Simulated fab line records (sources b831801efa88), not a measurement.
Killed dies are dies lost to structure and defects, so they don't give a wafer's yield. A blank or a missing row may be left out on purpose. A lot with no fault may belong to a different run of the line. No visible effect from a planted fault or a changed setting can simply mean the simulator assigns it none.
fab line records    flow sfqLine
[record] lots = 7  wafers = 21  lastDay = 83
route steps=325 shown R5@220 I5@228 C5@240 M6@251 M8@325
lots that met no fault: taken from a fault-free run of the same line
startH: hours from the record's opening day to when the first of the lot's shown wafers began    waitH: how many hours have passed since the lot's step before this one    " as in the row above    L1.1+2: a single row standing in for several wafers    - no value, or no start given    * or withheld: withheld    < > ~ a bound
route shown NAME@n: NAME is a module with steps in the file, n the number in the route of the first one    usual: average and standard deviation across the fault-free wafers    same: alike in all rows    chamber/n: place in a boat    sites: each site's reading    _std_site: the values' standard deviation    _edge_site: outer sites' mean less inner sites'    radiusMm: how far each site lies from the wafer's centre    mask NAME#n: copy n    behind: the last tool/chamber to shape the wafer    hold: the reason the lot was held/the length of the hold in hours/how it ended    device: the transistor (n, p or np) that didn't switch    end of line: the same wafers' tests at the end of the route    a step with no rows: only its recipe    killed: dies lost to structure and defects at the first sort, not the wafer's yield    map: a wafer's dies, marking killed ones x, the rest . and places with no die _
set.NAME: the run value of the setting; set.NAME@STEP: its run value at that earlier step    model.NAME: the simulator's own value behind a step, which no gauge read
certain route steps with their lots: each step a table, each wafer a row
services: the hour from which a tool's chamber was out of use, counted from the record's first day as startH (under 0 if before that day), plus the number of hours and why
[[steps]]
[step SFQ_TRILAYER_R5_LITHO_EXPOSE_137]
[recipe] maskId = R5  na = 0.6  sourceShape = conventional  sigmaOuter = 0.65  targetCdNm = 500  doseMj = 14.4
[step SFQ_TRILAYER_R5_LITHO_PEB_139]
[recipe] pebTempC = 115  pebTimeS = 60  resist = KrF
[step SFQ_TRILAYER_R5_LITHO_DEVELOP_138]
[recipe] timeS = 60  resist = KrF
[step SFQ_R5_OVL_MEAS_935]
[usual] R5_OVL = -1/4.6
lot.wafer  tool        chamber  startH   waitH  R5_OVL[nm]
L107.1     overlay-02  -        1351.89  0.1    -3
L107.5     "           -        "        "      -7
L107.6     "           -        "        "      -4
L108.1     overlay-01  -        1353.09  0.1    1
L108.2     "           -        "        "      -4
L108.4     "           -        "        "      -4
L110.1     overlay-02  -        1499.75  0.1    0
L110.3     "           -        "        "      2
L110.5     "           -        "        "      -3
L112.1     overlay-01  -        1503.35  0.1    6
L112.4     "           -        "        "      -2
L112.5     "           -        "        "      2
L117.1     overlay-01  -        1522.55  0.1    -3
L117.2     "           -        "        "      -1
L117.4     "           -        "        "      3
L118.2     overlay-01  -        1523.75  0.1    2
L118.3     "           -        "        "      2
L118.5     "           -        "        "      -3
L119.3     overlay-01  -        1526.16  0.1    2
L119.4     "           -        "        "      -1
L119.5     "           -        "        "      1
[step SFQ_TRILAYER_R5_BARC_OPEN_METAL_ETCH_177]
[recipe] maskMaterial = PR  chemistry = O2  targetDepthNm = 125  target = BARC  icpW = 600  biasW = 80  pressureMtorr = 10  timeS = 41.7
[usual] drypumpMotorCurrentA = 5.9/0.45  oesProductAu = 0.685/0.0048
lot.wafer  tool         chamber  startH   waitH  drypumpMotorCurrentA  oesProductAu  rfHoursCounterH
L107.1     rieMetal-02  0        1351.93  0.0    6.7                   0.690         11
L107.5     "            1        "        "      5.4                   0.690         -
L107.6     "            0        "        "      6.6                   0.678         -
L108.1     rieMetal-01  1        1353.13  0.0    6.1                   0.679         71
L108.2     "            0        "        "      5.9                   0.683         11
L108.4     "            0        "        "      5.9                   0.680         -
L110.1     rieMetal-02  0        1499.78  0.0    6.7                   0.686         29
L110.3     "            1        "        "      5.4                   0.687         -
L110.5     "            0        "        "      6.7                   0.699         -
L112.1     rieMetal-01  1        1503.38  0.0    6.2                   0.693         92
L112.4     "            1        "        "      6.2                   0.677         -
L112.5     "            0        "        "      5.9                   0.688         -
L117.1     rieMetal-04  1        1522.58  0.0    5.5                   0.684         129
L117.2     "            0        "        "      5.8                   0.682         11
L117.4     "            0        "        "      5.8                   0.687         -
L118.2     rieMetal-02  0        1523.78  0.0    6.7                   0.681         32
L118.3     "            0        "        "      6.7                   0.686         -
L118.5     "            1        "        "      5.4                   0.688         -
L119.3     rieMetal-04  1        1526.20  0.0    5.5                   0.679         -
L119.4     "            0        "        "      5.8                   0.688         -
L119.5     "            1        "        "      5.5                   0.678         -
[step SFQ_TRILAYER_R5_ETCH_METAL_ETCH_139]
[recipe] stopOn = SiO2  maskMaterial = PR  chemistry = Cl2  targetDepthNm = 60  icpW = 600  biasW = 80  pressureMtorr = 10  timeS = 40
[step SFQ_TRILAYER_R5_STRIP_STRIP_140]
[recipe] gas = O2  powerW = 200  platenTempC = 40  overashFraction = 0.65  chemistry = O2  pressureMtorr = 50
[usual] drypumpMotorCurrentA = 5.9/0.45  oesProductAu = 0.992/0.0091  platenTempC = 39.99/0.12
lot.wafer  tool         chamber  startH   waitH  drypumpMotorCurrentA  oesProductAu  platenTempC  rfHoursCounterH
L107.1     rieMetal-02  0        1352.05  0.0    6.7                   0.994         39.86        11
L107.5     "            1        "        "      5.4                   0.965         39.87        -
L107.6     "            0        "        "      6.7                   0.999         39.86        -
L108.1     rieMetal-01  1        1353.25  0.0    6.1                   0.987         39.88        71
L108.2     "            0        "        "      6.0                   1.000         40.18        11
L108.4     "            0        "        "      6.0                   0.991         40.06        -
L110.1     rieMetal-02  0        1499.90  0.0    6.7                   0.995         40.01        29
L110.3     "            1        "        "      5.4                   0.988         39.99        -
L110.5     "            0        "        "      6.7                   0.991         40.05        -
L112.1     rieMetal-01  1        1503.50  0.0    6.2                   1.006         40.16        92
L112.4     "            1        "        "      6.2                   0.996         40.16        -
L112.5     "            0        "        "      5.9                   1.008         40.04        -
L117.1     rieMetal-04  1        1522.70  0.0    5.5                   0.990         40.06        129
L117.2     "            0        "        "      5.8                   0.994         39.97        11
L117.4     "            0        "        "      5.8                   0.992         40.07        -
L118.2     rieMetal-02  0        1523.90  0.0    6.6                   1.004         39.99        32
L118.3     "            0        "        "      6.7                   1.000         39.96        -
L118.5     "            1        "        "      5.4                   0.979         39.71        -
L119.3     rieMetal-04  1        1526.50  0.2    5.5                   0.990         40.08        -
L119.4     "            0        "        "      5.8                   0.998         39.85        -
L119.5     "            1        "        "      5.5                   0.994         40.00        -
[step SFQ_TRILAYER_R5_STRIP_SOLV_CLEAN_141]
[recipe] chemistry = NMP  tempC = 70  timeS = 600
[step SFQ_TRILAYER_A5C_DEP_PECVD_142]
[recipe] material = SiO2  tempC = 150  timeS = 15.556  pressureTorr = 2.4  rfW = 183.3  precursor = SiH4/N2O  targetThkNm = 70
[step SFQ_TRILAYER_I5_LITHO_COAT_149]
[recipe] resist = BARC  spinRpm = 3000  resistThkNm = 62
[step SFQ_TRILAYER_I5_LITHO_COAT_144]
[recipe] resist = KrF  spinRpm = 3000  resistThkNm = 650
[step SFQ_TRILAYER_I5_LITHO_SOFTBAKE_148]
[recipe] tempC = withheld  timeS = withheld  resist = KrF
[step SFQ_TRILAYER_I5_LITHO_EXPOSE_145]
[recipe] maskId = I5  na = 0.6  sourceShape = conventional  sigmaOuter = 0.65  targetCdNm = 700  doseMj = 21.3
lot.wafer   tool           chamber  startH   waitH  mask  model.I5.overlayXNm
L107.1+5+6  krfScanner-02  0        1465.52  -      I5#0  -12.18
L108.1+2+4  krfScanner-02  0        1467.92  -      I5#0  -9.898
L110.1+3+5  krfScanner-01  0        1601.62  -      I5#0  -2.243
L112.1+4+5  krfScanner-01  0        1605.22  -      I5#0  2.539
L117.1+2+4  krfScanner-02  0        1625.41  -      I5#0  145.7
L118.2+3+5  krfScanner-02  0        1628.01  -      I5#0  131.6
L119.3+4+5  krfScanner-02  0        1630.61  -      I5#0  130.2
[step SFQ_TRILAYER_I5_LITHO_PEB_147]
[recipe] pebTempC = 115  pebTimeS = 60  resist = KrF
[step SFQ_TRILAYER_I5_LITHO_DEVELOP_146]
[recipe] timeS = 60  resist = KrF
[step SFQ_I5_OVL_MEAS_936]
[usual] I5_OVL = 4/6.5
lot.wafer  tool        chamber  startH   waitH  I5_OVL[nm]
L107.1     overlay-02  -        1467.02  0.1    3
L107.5     "           -        "        "      -2
L107.6     "           -        "        "      -7
L108.1     overlay-02  -        1469.42  0.1    -4
L108.2     "           -        "        "      -4
L108.4     "           -        "        "      -6
L110.1     overlay-02  -        1603.12  0.1    -6
L110.3     "           -        "        "      2
L110.5     "           -        "        "      -5
L112.1     overlay-02  -        1606.72  0.1    1
L112.4     "           -        "        "      -5
L112.5     "           -        "        "      5
L117.1     overlay-01  -        1626.91  0.1    147
L117.2     "           -        "        "      143
L117.4     "           -        "        "      146
L118.2     overlay-01  -        1629.32  0.1    137
L118.3     "           -        "        "      134
L118.5     "           -        "        "      133
L119.3     overlay-01  -        1631.73  0.1    134
L119.4     "           -        "        "      135
L119.5     "           -        "        "      137
[step SFQ_TRILAYER_I5_BARC_OPEN_VIA_ETCH_200]
[recipe] maskMaterial = PR  chemistry = O2  targetDepthNm = 125  target = BARC  sourceW = 500  biasW = 80  pressureMtorr = 30  timeS = 41.7
[step SFQ_TRILAYER_I5_ETCH_VIA_ETCH_147]
[recipe] stopOn = Nb  maskMaterial = PR  chemistry = CHF3  targetDepthNm = 360  sourceW = 500  biasW = 78.46  pressureMtorr = 30  timeS = withheld
[usual] drypumpMotorCurrentA = 5.6/0.34  oesProductAu = 0.987/0.0072
lot.wafer  tool        chamber  startH   waitH  drypumpMotorCurrentA  oesProductAu
L107.1     rieDiel-01  2        1467.09  0.0    5.1                   0.986
L107.5     "           1        "        "      5.1                   0.979
L107.6     "           0        "        "      5.7                   1.002
L108.1     rieDiel-02  1        1469.49  0.0    5.7                   0.994
L108.2     "           0        "        "      6.0                   0.988
L108.4     "           3        "        "      5.9                   0.980
L110.1     rieDiel-01  0        1603.19  0.0    5.8                   0.992
L110.3     "           2        "        "      5.1                   0.997
L110.5     "           3        "        "      5.1                   0.996
L112.1     rieDiel-03  3        1606.79  0.0    5.9                   0.981
L112.4     "           2        "        "      5.7                   0.978
L112.5     "           3        "        "      5.9                   0.994
L117.1     rieDiel-03  3        1626.99  0.0    5.9                   1.004
L117.2     "           1        "        "      6.0                   0.989
L117.4     "           2        "        "      5.7                   0.992
L118.2     rieDiel-01  2        1629.39  0.0    5.1                   0.994
L118.3     "           0        "        "      5.8                   0.993
L118.5     "           0        "        "      5.8                   0.990
L119.3     rieDiel-02  3        1631.79  0.0    5.9                   0.991
L119.4     "           0        "        "      6.1                   0.988
L119.5     "           1        "        "      5.7                   0.984
[step SFQ_TRILAYER_I5_STRIP_STRIP_148]
[recipe] gas = O2  powerW = 200  platenTempC = 40  overashFraction = 0.65  chemistry = O2  pressureMtorr = 50
[step SFQ_TRILAYER_I5_STRIP_SOLV_CLEAN_149]
[recipe] chemistry = NMP  tempC = 70  timeS = 600
[step SFQ_TRILAYER_C5_LITHO_COAT_156]
[recipe] resist = BARC  spinRpm = 3000  resistThkNm = 62
[step SFQ_TRILAYER_C5_LITHO_COAT_151]
[recipe] resist = KrF  spinRpm = 3000  resistThkNm = 650
[step SFQ_TRILAYER_C5_LITHO_SOFTBAKE_155]
[recipe] tempC = withheld  timeS = withheld  resist = KrF
[step SFQ_TRILAYER_C5_LITHO_EXPOSE_152]
[recipe] maskId = C5  na = 0.6  sourceShape = conventional  sigmaOuter = 0.65  targetCdNm = 500  doseMj = 21.3
[step SFQ_TRILAYER_C5_LITHO_PEB_154]
[recipe] pebTempC = 115  pebTimeS = 60  resist = KrF
[step SFQ_TRILAYER_C5_LITHO_DEVELOP_153]
[recipe] timeS = 60  resist = KrF
[step SFQ_C5_OVL_MEAS_937]
[usual] C5_OVL = -1/6.9
lot.wafer  tool        chamber  startH   waitH  C5_OVL[nm]
L107.1     overlay-01  -        1473.35  0.1    -1
L107.5     "           -        "        "      0
L107.6     "           -        "        "      3
L108.1     overlay-01  -        1476.95  0.1    7
L108.2     "           -        "        "      6
L108.4     "           -        "        "      3
L110.1     overlay-02  -        1613.47  0.1    5
L110.3     "           -        "        "      -1
L110.5     "           -        "        "      2
L112.1     overlay-02  -        1617.07  0.1    -4
L112.4     "           -        "        "      -3
L112.5     "           -        "        "      -4
L117.1     overlay-02  -        1633.87  0.1    3
L117.2     "           -        "        "      3
L117.4     "           -        "        "      3
L118.2     overlay-02  -        1636.27  0.1    -2
L118.3     "           -        "        "      -4
L118.5     "           -        "        "      -8
L119.3     overlay-02  -        1638.68  0.1    -8
L119.4     "           -        "        "      -12
L119.5     "           -        "        "      -14
[step SFQ_TRILAYER_C5_BARC_OPEN_VIA_ETCH_210]
[recipe] maskMaterial = PR  chemistry = O2  targetDepthNm = 125  target = BARC  sourceW = 500  biasW = 80  pressureMtorr = 30  timeS = 41.7
[usual] drypumpMotorCurrentA = 5.83/0.29  oesProductAu = 0.685/0.0049
lot.wafer  tool        chamber  startH   waitH  drypumpMotorCurrentA  oesProductAu  rfHoursCounterH
L107.1     rieDiel-02  0        1473.38  0.0    6.02                  0.685         2
L107.5     "           3        "        "      5.86                  0.692         -
L107.6     "           2        "        "      5.59                  0.686         -
L108.1     rieDiel-03  3        1476.98  0.0    5.89                  0.687         9
L108.2     "           2        "        "      5.72                  0.685         10
L108.4     "           0        "        "      5.83                  0.692         18
L110.1     rieDiel-03  1        1613.50  0.0    5.98                  0.694         13
L110.3     "           2        "        "      5.69                  0.687         12
L110.5     "           1        "        "      5.98                  0.683         -
L112.1     rieDiel-04  3        1617.10  0.0    6.28                  0.686         7
L112.4     "           2        "        "      4.99                  0.684         1
L112.5     "           1        "        "      6.19                  0.684         -
L117.1     rieDiel-04  3        1633.90  0.0    6.29                  0.678         7
L117.2     "           2        "        "      5.05                  0.686         2
L117.4     "           0        "        "      6.06                  0.686         4
L118.2     rieDiel-03  3        1636.30  0.0    5.91                  0.684         11
L118.3     "           1        "        "      5.96                  0.687         14
L118.5     "           3        "        "      5.90                  0.682         -
L119.3     rieDiel-02  3        1638.70  0.0    5.86                  0.688         1
L119.4     "           0        "        "      6.06                  0.683         3
L119.5     "           2        "        "      5.62                  0.685         -
[step SFQ_TRILAYER_C5_ETCH_VIA_ETCH_154]
[recipe] target = SiO2  maskMaterial = PR  chemistry = CHF3  targetDepthNm = 84  sourceW = 500  biasW = 80  pressureMtorr = 30  timeS = withheld  stopOn = Nb
[step SFQ_TRILAYER_C5_STRIP_STRIP_155]
[recipe] gas = O2  powerW = 195.2  platenTempC = 40  overashFraction = 0.65  chemistry = O2  pressureMtorr = 50
[step SFQ_TRILAYER_C5_STRIP_SOLV_CLEAN_156]
[recipe] chemistry = NMP  tempC = 70  timeS = 600
[step SFQ_TRILAYER_M6_DEP_PRE_CLEAN_158]
[recipe] gas = Ar  timeS = 22.5  biasV = 250
[step SFQ_TRILAYER_M6_DEP_SPUTTER_157]
[recipe] material = Nb  basePressurePa = 1.33e-06  chamberPressurePa = 0.1333  substrateTempC = 20  targetThkNm = 200  powerW = 2000  timeS = 133.3
[usual] substrateTempC = 20.00/0.1  throttleValvePct = 30.1/1.5
lot.wafer  tool           chamber  startH   waitH  substrateTempC  throttleValvePct
L107.1     pvdSputter-04  -        1474.27  0.0    20.00           32.0
L107.5     "              -        "        "      20.03           28.5
L107.6     "              -        "        "      19.87           32.2
L108.1     pvdSputter-06  -        1477.87  0.0    19.93           30.7
L108.2     "              -        "        "      19.99           28.7
L108.4     "              -        "        "      20.07           30.9
L110.1     pvdSputter-04  -        1614.41  0.0    19.69           31.9
L110.3     "              -        "        "      19.94           28.3
L110.5     "              -        "        "      19.91           29.8
L112.1     pvdSputter-03  -        1618.01  0.0    20.26           29.8
L112.4     "              -        "        "      19.97           29.5
L112.5     "              -        "        "      20.03           32.0
L117.1     pvdSputter-06  -        1634.79  0.0    19.95           27.7
L117.2     "              -        "        "      20.06           30.6
L117.4     "              -        "        "      19.91           30.6
L118.2     pvdSputter-03  -        1637.19  0.0    20.00           32.2
L118.3     "              -        "        "      19.88           29.6
L118.5     "              -        "        "      19.95           29.7
L119.3     pvdSputter-06  -        1639.59  0.0    19.81           27.6
L119.4     "              -        "        "      19.81           30.8
L119.5     "              -        "        "      20.09           28.6
[step SFQ_M6_RS_MEAS_938]
[recipe] thkMeasGauge = four-point-probe  reads = Nb_of_TRILAYER_M6_DEP_SPUTTER_157
[usual] M6_NB_RS = 0.893/0.011
lot.wafer  tool          chamber  startH   waitH  M6_NB_RS[ohm/sq]
L107.1     filmMetro-04  -        1474.36  0.0    0.903
L107.5     "             -        "        "      0.891
L107.6     "             -        "        "      0.896
L108.1     filmMetro-04  -        1477.96  0.0    0.889
L108.2     "             -        "        "      0.884
L108.4     "             -        "        "      0.888
L110.1     filmMetro-03  -        1614.50  0.0    0.896
L110.3     "             -        "        "      0.897
L110.5     "             -        "        "      0.891
L112.1     filmMetro-03  -        1618.10  0.0    0.888
L112.4     "             -        "        "      0.884
L112.5     "             -        "        "      0.883
L117.1     filmMetro-04  -        1634.89  0.0    0.906
L117.2     "             -        "        "      0.912
L117.4     "             -        "        "      0.906
L118.2     filmMetro-04  -        1637.31  0.1    0.890
L118.3     "             -        "        "      0.897
L118.5     "             -        "        "      0.881
L119.3     filmMetro-03  -        1639.73  0.1    0.903
L119.4     "             -        "        "      0.898
L119.5     "             -        "        "      0.904
[step SFQ_TRILAYER_M6_LITHO_COAT_164]
[recipe] resist = BARC  spinRpm = 3000  resistThkNm = 62
[step SFQ_TRILAYER_M6_LITHO_COAT_159]
[recipe] resist = KrF  spinRpm = 2981  resistThkNm = 600
[step SFQ_TRILAYER_M6_LITHO_SOFTBAKE_163]
[recipe] tempC = withheld  timeS = withheld  resist = KrF
[step SFQ_TRILAYER_M6_LITHO_EXPOSE_160]
[recipe] maskId = M6  na = 0.6  sourceShape = conventional  sigmaOuter = 0.65  targetCdNm = 500  doseMj = 14.4
[step SFQ_TRILAYER_M6_LITHO_PEB_162]
[recipe] pebTempC = 115  pebTimeS = 60  resist = KrF
[step SFQ_TRILAYER_M6_LITHO_DEVELOP_161]
[recipe] timeS = 60  resist = KrF
[step SFQ_M6_OVL_MEAS_940]
[usual] M6_OVL = 0/6.4
lot.wafer  tool        chamber  startH   waitH  M6_OVL[nm]
L107.1     overlay-01  -        1574.40  0.1    -4
L107.5     "           -        "        "      -5
L107.6     "           -        "        "      -6
L108.1     overlay-01  -        1576.80  0.1    5
L108.2     "           -        "        "      4
L108.4     "           -        "        "      4
L110.1     overlay-02  -        1620.67  0.1    6
L110.3     "           -        "        "      2
L110.5     "           -        "        "      3
L112.1     overlay-02  -        1624.27  0.1    3
L112.4     "           -        "        "      1
L112.5     "           -        "        "      -6
L117.1     overlay-01  -        1643.42  0.1    -6
L117.2     "           -        "        "      1
L117.4     "           -        "        "      -12
L118.2     overlay-01  -        1650.82  0.1    15
L118.3     "           -        "        "      16
L118.5     "           -        "        "      14
L119.3     overlay-02  -        1652.03  0.1    -7
L119.4     "           -        "        "      -9
L119.5     "           -        "        "      0
[step SFQ_M8_BOW_MEAS_951]
[recipe] mode = bow
[usual] M8_BOW = 10/9.7
lot.wafer  tool          chamber  startH   waitH  M8_BOW[um]  model.etest.i5.linkOhm
L107.1     filmMetro-03  -        1892.55  0.0    16          2.302
L107.5     "             -        "        "      2           2.29
L107.6     "             -        "        "      10          2.288
L108.1     filmMetro-03  -        1893.75  0.0    -4          2.261
L108.2     "             -        "        "      -10         2.248
L108.4     "             -        "        "      -15         2.265
L110.1     filmMetro-04  -        1933.60  0.0    10          2.283
L110.3     "             -        "        "      4           2.291
L110.5     "             -        "        "      6           2.276
L112.1     filmMetro-03  -        1947.32  0.0    11          2.273
L112.4     "             -        "        "      11          2.271
L112.5     "             -        "        "      11          2.274
L117.1     filmMetro-04  -        1985.68  0.0    4           2.33
L117.2     "             -        "        "      -9          2.34
L117.4     "             -        "        "      5           2.324
L118.2     filmMetro-04  -        1986.94  0.0    9           2.323
L118.3     "             -        "        "      8           2.316
L118.5     "             -        "        "      12          2.303
L119.3     filmMetro-03  -        1989.58  0.0    14          2.356
L119.4     "             -        "        "      27          2.337
L119.5     "             -        "        "      8           2.342
[[services]]
tool           chamber  startH   hours  kind
rieDiel-02     1        1337.13  1.4    repair
krfScanner-02  -        1341.09  1.0    pm
krfScanner-02  -        1349.29  4.4    pm
rieMetal-02    -        1353.59  0.8    repair
rieDiel-03     0        1389.91  2.6    repair
krfScanner-02  -        1402.87  0.8    pm
krfScanner-02  -        1403.62  1.3    pm
rieDiel-03     2        1420.98  22.0   repair
rieDiel-03     1        1426.67  9.9    repair
rieDiel-03     0        1437.21  8.2    repair
rieDiel-03     1        1440.62  8.0    repair
rieMetal-02    -        1463.49  0.9    repair
krfScanner-02  -        1497.30  6.2    repair
rieDiel-03     2        1500.37  7.8    repair
rieDiel-03     0        1508.50  9.1    repair
krfScanner-02  -        1509.13  1.0    pm
rieMetal-02    0        1513.99  2.1    repair
rieDiel-03     -        1544.88  2.8    pm
rieDiel-03     2        1563.06  42.1   repair
krfScanner-02  -        1571.57  0.8    pm
krfScanner-02  -        1579.89  1.3    pm
rieDiel-03     -        1592.55  0.7    repair
rieDiel-03     -        1595.45  0.5    repair
rieMetal-02    -        1624.48  15.6   pm
[[key]]
[firstSign] step = SFQ_I5_OVL_MEAS_936  reading = I5_OVL  direction = up  sigmas = 21  usual = 4  struck = 139
effect none on later readings
[modelEffect] step = SFQ_TRILAYER_I5_LITHO_EXPOSE_145  value = I5.overlayXNm  without = 4.104  struck = 135.8
[modelEffect] step = SFQ_M8_BOW_MEAS_951  value = etest.i5.linkOhm  without = 2.285  struck = 2.33
metAt SFQ_TRILAYER_I5_LITHO_EXPOSE_145
struckWafers L117.1,L117.2,L117.4,L118.2,L118.3,L118.5,L119.3,L119.4,L119.5
onsetBetween 1467.92 1625.41
alsoFits time
[fault] kind = scannerMatchingOverlay  tool = krfScanner-02  chamber = -  onsetH = 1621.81  steps = SFQ_TRILAYER_I5_LITHO_EXPOSE_145  offset = 131.73
